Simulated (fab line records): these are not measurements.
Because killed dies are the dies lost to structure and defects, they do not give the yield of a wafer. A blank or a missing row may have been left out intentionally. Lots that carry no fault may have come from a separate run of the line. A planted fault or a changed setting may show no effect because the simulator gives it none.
Which tool was responsible?	flow gf180mcu	11 lots, 32 wafers sampled, at 4 steps of a route of 602

== WHAT EACH GAUGE READ, for each wafer ==
GF_V5_OVL_MEAS_15.
lot	measured	on	V5_OVL (nm)
L526	day 27 07:45	overlay-01	-9 -3 -13
L527	day 27 19:42	overlay-02	-10 -1 3
L530	day 28 06:41	overlay-01	0 -10 -5
L529	day 28 12:44	overlay-01	1 -6 -3
L536	day 30 11:58	overlay-02	-8
L540	day 31 20:43	overlay-01	2 4
L542	day 32 06:29	overlay-01	1 7 2
L544	day 32 10:39	overlay-01	-12 -6 -13
L545	day 32 17:11	overlay-02	-13 -17 -20
L547	day 33 02:38	overlay-01	-14 -7 -3
L549	day 33 09:21	overlay-02	3 -7 -7

== EACH LOT AND THE TOOL THAT RAN IT (in order: tool; ch and the chambers of the sampled wafers; start) ==
lot	GF_V4_ETCH_16	GF_MIM_SPUTTER_07	GF_MIM_METAL_ETCH_19
L526	rieDiel-01 ch 1,2,3, day 24 14:59	pvdSputter-04, day 24 16:40	rieMetal-02 ch 0,1, day 25 13:49
L527	rieDiel-02 ch 0,3, day 25 02:05	pvdSputter-04, day 25 03:46	rieMetal-02 ch 1, day 26 01:07
L530	rieDiel-04 ch 0,2, day 25 16:10	pvdSputter-04, day 25 17:53	rieMetal-01 ch 0,1, day 26 14:17
L529	rieDiel-04 ch 0, day 25 21:43	pvdSputter-01, day 25 23:27	rieMetal-01 ch 0,1, day 26 19:46
L536	rieDiel-02 ch 0,3, day 27 23:29	pvdSputter-04, day 28 01:10	rieMetal-02 ch 0, day 28 20:19
L540	rieDiel-01 ch 0,3, day 29 11:40	pvdSputter-04, day 29 13:20	rieMetal-04 ch 0,1, day 30 08:01
L542	rieDiel-02 ch 1,2, day 29 22:04	pvdSputter-03, day 29 23:44	rieMetal-01 ch 0,1, day 30 18:13
L544	rieDiel-02 ch 0,1,3, day 30 02:10	pvdSputter-03, day 30 03:52	rieMetal-01 ch 0,1, day 30 22:22
L545	rieDiel-01 ch 0,2, day 30 09:05	pvdSputter-03, day 30 10:47	rieMetal-01 ch 0,1, day 31 04:34
L547	rieDiel-02 ch 1,2,3, day 30 19:01	pvdSputter-03, day 30 20:46	rieMetal-04 ch 1, day 31 14:20
L549	rieDiel-02 ch 0,1,2, day 31 03:11	pvdSputter-03, day 31 04:52	rieMetal-01 ch 0,1, day 31 22:20
- GF_V4_ETCH_16: etches BARC in N2/H2.
- GF_MIM_SPUTTER_07: material TiN, target thk 60 nm, time 50 s.
- GF_MIM_METAL_ETCH_19: etches the open film in Cl2/BCl3, stops on Si3N4, target depth 324.5 nm, time 54.1 s.

== AS READ BY THE TOOLS THEMSELVES (means over the sampled wafers that have a number; for cases with no such wafer, the mark the record gives instead) ==
GF_V4_ETCH_16.
lot	tool	drypumpMotorCurrentA (A)	h2FlowSccm (sccm)	oesProductAu (a.u.)	rfFwdPowerW (W)	throttleValvePct (%)
L526	rieDiel-01	5.6	200.5	0.854	495.7	13.225
L527	rieDiel-02	4.9	200.2	0.856	495.3	13.220
L530	rieDiel-04	5.9	200.2	0.857	493.1	13.230
L529	rieDiel-04	5.4	200.6	0.859	496.1	13.219
L536	rieDiel-02	4.9	200.2	0.858	496.4	13.222
L540	rieDiel-01	5.4	200.1	0.865	493.8	13.234
L542	rieDiel-02	5.5	199.7	0.854	498.5	13.220
L544	rieDiel-02	5.2	199.9	0.851	495.6	13.213
L545	rieDiel-01	6.2	199.4	0.860	495.1	13.221
L547	rieDiel-02	5.4	199.8	0.860	494.4	13.230
L549	rieDiel-02	5.3	199.9	0.859	496.0	13.231

GF_MIM_SPUTTER_07.
lot	tool	throttleValvePct (%)
L526	pvdSputter-04	29.1
L527	pvdSputter-04	28.5
L530	pvdSputter-04	29.1
L529	pvdSputter-01	29.8
L536	pvdSputter-04	29.9
L540	pvdSputter-04	28.6
L542	pvdSputter-03	31.1
L544	pvdSputter-03	30.6
L545	pvdSputter-03	30.0
L547	pvdSputter-03	30.0
L549	pvdSputter-03	30.4

GF_MIM_METAL_ETCH_19.
lot	tool	bcl3FlowSccm (sccm)	drypumpMotorCurrentA (A)	oesProductAu (a.u.)	rfFwdPowerW (W)	throttleValvePct (%)
L526	rieMetal-02	40.00	6.1	0.941	791	28.286
L527	rieMetal-02	39.88	6.3	0.944	794	28.284
L530	rieMetal-01	40.01	5.6	0.945	787	28.281
L529	rieMetal-01	39.97	5.6	0.945	788	28.274
L536	rieMetal-02	40.03	6.2	0.968	788	28.248
L540	rieMetal-04	40.08	5.2	0.955	793	28.266
L542	rieMetal-01	40.04	5.6	0.940	791	28.285
L544	rieMetal-01	40.06	5.3	0.943	792	28.286
L545	rieMetal-01	40.04	5.3	0.946	786	28.285
L547	rieMetal-04	39.98	4.6	0.944	790	28.268
L549	rieMetal-01	40.02	5.6	0.942	787	28.280

== THE ANSWER, worked out from the rows above alone ==
Rule: the usual values come from the lots themselves. The widest of any qualifying gaps counts: lots, ordered by their means at a reading, are off when they make up no more than a third of the lots, leave a main group of 4 or more, and stand apart from it by 3 or more times the standard deviation of that group's means. A main group whose means are all the same, to the digits that the tables above print for the reading, isn't used. Also off: a lot with no number at a reading for which 4 or more lots have one. Where the step has rows for the other lots, those lots are counted as sound. Order of review: gauges by route order, followed by the tools' own readings, for which a lot's mean as printed above is used. At the first step where some lot is off, the reading lying furthest off is the one used; lots without a number count as furthest.
Off: L536, L540 (GF_MIM_METAL_ETCH_19, oesProductAu). The main group has a mean of 0.943 a.u. with a standard deviation of 0.0019.
If a tool, at that step or one of the process steps before it, ran each lot that is off and ran no sound lot following the first of them, it fits. One candidate fits, namely pvdSputter-04 at GF_MIM_SPUTTER_07. Its last sound lot is L530 (day 25 17:53), its first lot that is off L536 (day 28 01:10): a fault that began between those two fits.

== WHAT THE SIMULATOR HAD INSERTED ==
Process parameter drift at GF_MIM_SPUTTER_07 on pvdSputter-04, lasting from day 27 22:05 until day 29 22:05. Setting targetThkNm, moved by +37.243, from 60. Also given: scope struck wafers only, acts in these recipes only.
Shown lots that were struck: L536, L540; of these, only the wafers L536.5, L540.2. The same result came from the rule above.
